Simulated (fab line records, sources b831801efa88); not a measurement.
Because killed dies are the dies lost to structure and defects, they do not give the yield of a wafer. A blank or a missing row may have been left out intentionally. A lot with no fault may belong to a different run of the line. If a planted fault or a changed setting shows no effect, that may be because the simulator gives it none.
Which tool did it? :: flow sky130 :: Sampling: 10 lots, 30 wafers, 3 of 708 route steps

WHAT THE GAUGES SHOWED, per wafer
SKY_METAL5_RS_MEAS_05: measurement is done with a four-point probe. Usual: METAL5_ALCU_RS typically reads 0.02718 ohm/sq, with standard deviation 0.00029.
lot: L910
measured: day 44 01:34
on: film_metro-02
METAL5_ALCU_RS (ohm/sq): 0.02727 0.02747 0.02691
flag: 

lot: L913
measured: day 44 21:29
on: film_metro-02
METAL5_ALCU_RS (ohm/sq): 0.02712 0.02737 0.02707
flag: 

lot: L912
measured: day 44 23:25
on: film_metro-04
METAL5_ALCU_RS (ohm/sq): 0.02681 0.02708 0.02701
flag: 

lot: L914
measured: day 45 03:16
on: film_metro-02
METAL5_ALCU_RS (ohm/sq): 0.02705 0.0274 0.02708
flag: 

lot: L918
measured: day 46 15:44
on: film_metro-02
METAL5_ALCU_RS (ohm/sq): 0.02689 0.0269 0.02661
flag: 

lot: L916
measured: day 46 16:46
on: film_metro-01
METAL5_ALCU_RS (ohm/sq): 0.02698 0.02688 0.02698
flag: 

lot: L920
measured: day 46 17:55
on: film_metro-01
METAL5_ALCU_RS (ohm/sq): 0.0276 0.02766 0.02761
flag: 

lot: L921
measured: day 46 20:42
on: film_metro-01
METAL5_ALCU_RS (ohm/sq): 0.02703 0.02718 0.02701
flag: 

lot: L925
measured: day 48 05:05
on: film_metro-02
METAL5_ALCU_RS (ohm/sq): 0.02686 0.02691 0.02713
flag: 

lot: L927
measured: day 48 10:37
on: film_metro-01
METAL5_ALCU_RS (ohm/sq): 0.02787 0.02744 0.02779
flag: 

TOOL THAT RAN EACH LOT (tool first, then ch and the chambers of the sampled wafers, then the start)
lot: L910
SKY_METAL5_SPUTTER_00: pvd_sputter-01, day 44 01:20
SKY_METAL5_SPUTTER_01: pvd_sputter-01, day 44 01:22

lot: L913
SKY_METAL5_SPUTTER_00: pvd_sputter-02, day 44 21:17
SKY_METAL5_SPUTTER_01: pvd_sputter-02, day 44 21:19

lot: L912
SKY_METAL5_SPUTTER_00: pvd_sputter-02, day 44 23:13
SKY_METAL5_SPUTTER_01: pvd_sputter-02, day 44 23:14

lot: L914
SKY_METAL5_SPUTTER_00: pvd_sputter-02, day 45 03:06
SKY_METAL5_SPUTTER_01: pvd_sputter-02, day 45 03:08

lot: L918
SKY_METAL5_SPUTTER_00: pvd_sputter-01, day 46 15:34
SKY_METAL5_SPUTTER_01: pvd_sputter-01, day 46 15:36

lot: L916
SKY_METAL5_SPUTTER_00: pvd_sputter-04, day 46 16:33
SKY_METAL5_SPUTTER_01: pvd_sputter-04, day 46 16:34

lot: L920
SKY_METAL5_SPUTTER_00: pvd_sputter-02, day 46 17:44
SKY_METAL5_SPUTTER_01: pvd_sputter-02, day 46 17:45

lot: L921
SKY_METAL5_SPUTTER_00: pvd_sputter-02, day 46 20:32
SKY_METAL5_SPUTTER_01: pvd_sputter-02, day 46 20:34

lot: L925
SKY_METAL5_SPUTTER_00: pvd_sputter-04, day 48 04:56
SKY_METAL5_SPUTTER_01: pvd_sputter-04, day 48 04:57

lot: L927
SKY_METAL5_SPUTTER_00: pvd_sputter-02, day 48 10:27
SKY_METAL5_SPUTTER_01: pvd_sputter-02, day 48 10:28
- SKY_METAL5_SPUTTER_00: material Ti, target thk 15 nm, time 10 s.
- SKY_METAL5_SPUTTER_01: material TiN, target thk 20 nm, time 16.7 s.

WHAT THE TOOLS THEMSELVES READ (means of the sampled wafers that have a number; where no wafer has one, the mark that the record gives instead)
SKY_METAL5_SPUTTER_00. Usual: 30.4 % for throttle_valve_pct, sd 0.87.
lot: L910
tool: pvd_sputter-01
throttle_valve_pct (%): 30.6
flag: 

lot: L913
tool: pvd_sputter-02
throttle_valve_pct (%): 31.0
flag: 

lot: L912
tool: pvd_sputter-02
throttle_valve_pct (%): 30.6
flag: 

lot: L914
tool: pvd_sputter-02
throttle_valve_pct (%): 29.9
flag: 

lot: L918
tool: pvd_sputter-01
throttle_valve_pct (%): 30.4
flag: 

lot: L916
tool: pvd_sputter-04
throttle_valve_pct (%): 30.1
flag: 

lot: L920
tool: pvd_sputter-02
throttle_valve_pct (%): 31.0
flag: 

lot: L921
tool: pvd_sputter-02
throttle_valve_pct (%): 30.5
flag: 

lot: L925
tool: pvd_sputter-04
throttle_valve_pct (%): 31.0
flag: 

lot: L927
tool: pvd_sputter-02
throttle_valve_pct (%): 31.1
flag: 

SKY_METAL5_SPUTTER_01. Usual: 30.4 % for throttle_valve_pct, sd 0.84.
lot: L910
tool: pvd_sputter-01
throttle_valve_pct (%): 30.6
flag: 

lot: L913
tool: pvd_sputter-02
throttle_valve_pct (%): 30.9
flag: 

lot: L912
tool: pvd_sputter-02
throttle_valve_pct (%): 30.6
flag: 

lot: L914
tool: pvd_sputter-02
throttle_valve_pct (%): 30.0
flag: 

lot: L918
tool: pvd_sputter-01
throttle_valve_pct (%): 30.3
flag: 

lot: L916
tool: pvd_sputter-04
throttle_valve_pct (%): 30.2
flag: 

lot: L920
tool: pvd_sputter-02
throttle_valve_pct (%): 31.0
flag: 

lot: L921
tool: pvd_sputter-02
throttle_valve_pct (%): 30.5
flag: 

lot: L925
tool: pvd_sputter-04
throttle_valve_pct (%): 31.1
flag: 

lot: L927
tool: pvd_sputter-02
throttle_valve_pct (%): 30.8
flag: 

THE ANSWER, worked out from the rows above alone
Rule: lot off if the mean of its wafers having a number is beyond 3 standard deviations from the usual mean. Also off: a lot with no number at a reading for which 4 or more lots have one. All remaining lots with rows at the step are treated as sound. After the gauges, taken in route order, come the tools' own readings; for these a lot's mean is taken, as printed above. At the first step where some lot is off, the reading lying furthest off is the one used; lots without a number count as furthest.
No lot is off at any reading shown: from this, nothing can be told.

WHAT HAD BEEN PUT IN BY THE SIMULATOR
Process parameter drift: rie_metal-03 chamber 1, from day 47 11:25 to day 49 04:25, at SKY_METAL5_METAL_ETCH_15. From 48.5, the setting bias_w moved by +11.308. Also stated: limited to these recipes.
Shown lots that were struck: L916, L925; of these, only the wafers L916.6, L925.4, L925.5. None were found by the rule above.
